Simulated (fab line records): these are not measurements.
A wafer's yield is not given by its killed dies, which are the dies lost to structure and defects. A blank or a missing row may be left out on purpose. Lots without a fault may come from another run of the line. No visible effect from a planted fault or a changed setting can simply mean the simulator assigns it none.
Comparing a struck lot with a sound one -- flow sky130 -- 21 out of 708 route steps
Sound: wafers L669.2, L669.3, L669.6. Struck: wafer L673.4. (L673.6 of the same lot was not struck and is left out.) The cause comes at the end.
Each step with rows lists, per side, the tool, then ch with its chambers, then its first start. Under that, the readings that differ: sound wafers -- struck wafers -- difference of the means -- sigmas: that difference in standard deviations of wafers without a fault.
alike: readings with means less than 2 such deviations apart, plus words and numbers identical on both sides. not compared: withheld readings, readings lacking a value on some wafer, bounds such as >300 that could conceal the same value, and numbers that have no deviation in the record and whose values overlap.
Wherever a step has rows on one side only, a row that says differs or no value, or a row with sigmas, the two part there. Non-overlapping numbers with no deviation appear without sigmas and do not part them. A reading that every wafer of one side lacks parts them only if that side has two wafers or more.

first, 4 steps without rows for these wafers: SKY_METAL2_STRIP_21 (strips in post etch residue remover, time 1200 s); SKY_METAL2_CLEAN_22 (cleans in IPA, time 180 s); SKY_METAL2_CLEAN_23 (cleans in O3/DIW); SKY_VIA2_HDPCVD_00 (deposits SiO2, target thk 1180 nm, time 196.7 s).
SKY_VIA2_THK_MEAS_01:
  sound on film-metro-03 at day 39 03:04; struck on film-metro-03 at day 40 00:44
reading,sound,struck,difference,sigmas
VIA2_HDPCVD_THK (nm),1179 1190 1165,1206,+28,+2
SKY_VIA2_CMP_02: polishes SiO2.
  sound on cmp-01 ch 2,3, day 39 03:16; struck on cmp-01 ch 2, day 40 00:55
  alike: motor-current-A, slurry-filter-dp-kPa
SKY_VIA2_BOW_MEAS_03:
  sound on film-metro-01 at day 39 03:35; struck on film-metro-03 at day 40 01:08
  alike: VIA2_BOW
then, 5 steps without rows for these wafers: SKY_VIA2_DEHYDRATE_04 (time 60 s); SKY_VIA2_HMDS_05 (prime time 60 s); SKY_VIA2_COAT_06 (resist thk 60 nm); SKY_VIA2_COAT_07 (resist thk 450 nm); SKY_VIA2_SOFTBAKE_08 (time 90 s).
SKY_VIA2_EXPOSE_09: exposes mask VIM2, target cd 200 nm.
  sound on krf-scanner-01 ch 0, day 39 16:14; struck on krf-scanner-01 ch 0, day 40 13:16
  alike: mask
then, 2 steps without rows for these wafers: SKY_VIA2_PEB_10; SKY_VIA2_DEVELOP_11 (develop time 60 s).
SKY_VIA2_CD_MEAS_12: the cd target is 200 nm.
  sound on cd-sem-02 at day 40 04:45; struck on cd-sem-02 at day 41 01:34
reading,sound,struck,difference,sigmas
cd-nm (nm),200.7 200.4 200.9,184.7,-16.0,-11
SKY_VIA2_OVL_MEAS_13:
  sound on overlay-02 at day 40 04:52; struck on overlay-01 at day 41 01:38
  alike: VIA2_OVL
SKY_VIA2_ETCH_14: etches BARC in N2/H2, stops on SiO2, time 45.9 s, target depth 60 nm.
  sound on rie-diel-04 ch 0,2,3, day 40 04:53; struck on rie-diel-04 ch 2, day 41 01:39
reading,sound,struck,difference,sigmas
model.VIA2.cd-nm (nm),201.3 201.2 201.6,184.6,-16.8,
  alike: drypump-motor-current-A, oes-product-au, throttle-valve-pct
  not compared: rf-hours-counter-h
SKY_VIA2_ETCH_15: etches SiO2 in C4F8/O2/Ar, stops on TiN, target depth 546 nm, time 84 s.
  sound on rie-diel-04 ch 0,2,3, day 40 04:56; struck on rie-diel-04 ch 2, day 41 01:41
reading,sound,struck,difference,sigmas
model.VIA2.cd-nm (nm),196.6 205.8 203.8,188.4,-13.7,
  alike: oes-product-au
  not compared: rf-hours-counter-h
SKY_VIA2_STRIP_16: strips in O2/N2.
  sound on plasma-asher-03 ch 1, day 40 04:59; struck on plasma-asher-03 ch 0, day 41 01:47
  alike: drypump-motor-current-A, oes-product-au, strip-time-to-endpoint-s
  not compared: rf-hours-counter-h
-- the record jumps here: 8 days lie between the struck wafers' starts before and after (it left off in module VIA2 and takes up again in module PAD_OPEN, whose first step shown is number 708 of the route) --
SKY_PAD_OPEN_PROBE_99:
  sound on prober-02 at day 49 00:28; struck on prober-02 at day 49 12:11
reading,sound,struck,difference,sigmas
killed_at_M4_up,0 4 3,6,+4,+2
killed-at-front-end,17 21 17,8,-10,-2
killed-at-other,1 0 1,2,+1,+2
model.etest.via2-chain.rc-ohm,10.28 9.574 10.09,11.54,+1.56,
  alike: defect-limited-yield, killed_at_M0_to_M3, killed-at-contacts, killed-dies, killed-open, killed-short, sort_bin_3_pad_short, sort_bin_5_function, sort_bin_6_memory, sort-n-pass, sort-yield-pct

== WHERE THEY PART ==
Earliest at SKY_VIA2_THK_MEAS_01; latest, in this record, at SKY_PAD_OPEN_PROBE_99.

WHY: the cause the simulator had injected
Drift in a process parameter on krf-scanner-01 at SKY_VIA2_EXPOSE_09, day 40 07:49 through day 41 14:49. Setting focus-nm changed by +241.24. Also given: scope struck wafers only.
